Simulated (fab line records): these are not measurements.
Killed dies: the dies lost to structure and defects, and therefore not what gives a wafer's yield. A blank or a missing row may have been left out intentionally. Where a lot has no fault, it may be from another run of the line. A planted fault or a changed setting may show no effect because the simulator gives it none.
Chamber matching	flow sky130	SKY_FIELD_ISO_ETCH_15 on rieDiel-01 has 4 sister chambers
The step etches the open film in CHF3/O2, stops on Si, target depth 180 nm, time 72 s. 14 wafers are shown with their chamber, then 7 later ones without.

EACH WAFER AND ITS CHAMBER
wafer	chamber	chf3FlowSccm (sccm)	biasW (W)	oesProductAu (a.u.)
L077.2	2	49.85	200.6	0.959
L077.3	0	50.33	200.7	0.953
L077.5	1	49.86	200.1	0.954
L078.2	1	49.91	200.5	0.948
L078.4	0	50.30	200.7	0.948
L078.5	1	49.76	199.7	0.947
L083.1	1	50.24	200.5	0.953
L083.2	3	49.90	199.3	0.950
L083.4	1	50.12	200.1	0.950
L084.1	2	49.97	199.6	0.949
L084.2	1	49.85	200.9	0.947
L084.4	1	49.81	199.9	0.950
L086.2	1	49.94	199.8	0.954
L086.5	3	49.72	199.5	0.950

SIGNATURES, as means of the wafers listed above
reading	chamber 0	chamber 1	chamber 2	chamber 3	scatter within a chamber
chf3FlowSccm	50.3150	49.9363	49.9100	49.8100	0.145
biasW	200.700	200.188	200.100	199.400	0.413
oesProductAu	0.95050	0.95037	0.95400	0.95000	0.00353
Rule: a wafer's distance from a chamber is the root of the sum, over the readings, of the square of ((its reading less the chamber's mean) divided by the reading's scatter). If the next closest chamber is less than 2 further off than the closest, the wafer can't be placed; otherwise it belongs to the closest. The scatter is the square root of a quotient: the sum, over the shown wafers, of each reading's squared deviation from its chamber's mean, divided by wafers minus chambers.

WAFERS WITH NO CHAMBER GIVEN
wafer	chf3FlowSccm (sccm)	biasW (W)	oesProductAu (a.u.)
L086.6	50.14	200.0	0.944
L089.1	49.89	199.7	0.948
L089.3	49.94	200.4	0.952
L089.5	49.98	200.5	0.946
L096.2	50.05	200.7	0.955
L096.4	49.94	199.2	0.944
L096.6	49.74	200.7	0.943

THE CHAMBER EACH PASSED THROUGH
wafer	from the rows above	in truth
L086.6	can't be placed: 1 or 0 or 3 or 2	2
L089.1	can't be placed: 3 or 1 or 2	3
L089.3	can't be placed: 1 or 2 or 3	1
L089.5	can't be placed: 1 or 2 or 0 or 3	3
L096.2	can't be placed: 2 or 1 or 0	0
L096.4	can't be placed: 3 or 1 or 2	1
L096.6	can't be placed: 1 or 2 or 3 or 0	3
Placed correctly: 0 of 7. Cannot be placed on the basis of these rows: 7; the candidates contain the true chamber in 7. 0 placed wrongly.
